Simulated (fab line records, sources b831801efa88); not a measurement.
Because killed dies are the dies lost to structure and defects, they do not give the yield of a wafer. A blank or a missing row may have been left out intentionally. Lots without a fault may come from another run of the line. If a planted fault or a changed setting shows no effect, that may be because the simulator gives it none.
Which tool did it? || flow gf180mcu || 6 lots with 18 wafers sampled at 3 steps, on a route of 602 steps

WHAT THE GAUGES READ, wafer by wafer
GF_CONTACT_THK_MEAS_01.
{"lot": "L291", "measured": "day 15 11:26", "on": "filmMetro-02", "CONTACT_CVD_00_THK (nm)": "303 302 297"}
{"lot": "L294", "measured": "day 16 14:31", "on": "filmMetro-03", "CONTACT_CVD_00_THK (nm)": "304 304 302"}
{"lot": "L296", "measured": "day 17 11:22", "on": "filmMetro-01", "CONTACT_CVD_00_THK (nm)": "303 298 296"}
{"lot": "L300", "measured": "day 18 19:13", "on": "filmMetro-02", "CONTACT_CVD_00_THK (nm)": "302 298 301"}
{"lot": "L302", "measured": "day 19 16:14", "on": "filmMetro-02", "CONTACT_CVD_00_THK (nm)": "293 300 294"}
{"lot": "L312", "measured": "day 22 23:37", "on": "filmMetro-01", "CONTACT_CVD_00_THK (nm)": "301 293 294"}

TOOL THAT RAN EACH LOT (tool first, then ch and the chambers of the sampled wafers, then the start)
{"lot": "L291", "GF_SAB_STRIP_13": "plasmaAsher-02 ch 0,1, day 15 10:41", "GF_CONTACT_CVD_00": "hdpcvd-02 ch 1,2, day 15 11:22"}
{"lot": "L294", "GF_SAB_STRIP_13": "plasmaAsher-04 ch 0,1, day 16 13:45", "GF_CONTACT_CVD_00": "hdpcvd-01 ch 0,2, day 16 14:28"}
{"lot": "L296", "GF_SAB_STRIP_13": "plasmaAsher-01 ch 0,1, day 17 10:37", "GF_CONTACT_CVD_00": "hdpcvd-02 ch 0,2, day 17 11:20"}
{"lot": "L300", "GF_SAB_STRIP_13": "plasmaAsher-01 ch 0, day 18 18:28", "GF_CONTACT_CVD_00": "hdpcvd-01 ch 0,2, day 18 19:11"}
{"lot": "L302", "GF_SAB_STRIP_13": "plasmaAsher-01 ch 0,1, day 19 15:27", "GF_CONTACT_CVD_00": "hdpcvd-01 ch 0,1,2, day 19 16:11"}
{"lot": "L312", "GF_SAB_STRIP_13": "plasmaAsher-01 ch 0,1, day 22 22:47", "GF_CONTACT_CVD_00": "hdpcvd-01 ch 0,1, day 22 23:34"}
- GF_SAB_STRIP_13: strips in O2/N2.
- GF_CONTACT_CVD_00: deposits SiO2, target thk 300 nm, time 50 s.

THE ANSWER, worked out from the rows above alone
Rule: usual is defined by the lots themselves. The widest of any qualifying gaps counts: lots, ordered by their means at a reading, are off when they make up no more than a third of the lots, leave a main group of 4 or more, and stand apart from it by 3 or more times the standard deviation of that group's means. The tables above print the reading to a certain number of digits; a main group whose means all agree to those digits is not used. Also off: a lot with no number at a reading for which 4 or more lots have one. Where the step has rows for the other lots, those lots are counted as sound.
Nothing can be told from this: no lot is off at any reading shown.

WHAT THE SIMULATOR PUT IN
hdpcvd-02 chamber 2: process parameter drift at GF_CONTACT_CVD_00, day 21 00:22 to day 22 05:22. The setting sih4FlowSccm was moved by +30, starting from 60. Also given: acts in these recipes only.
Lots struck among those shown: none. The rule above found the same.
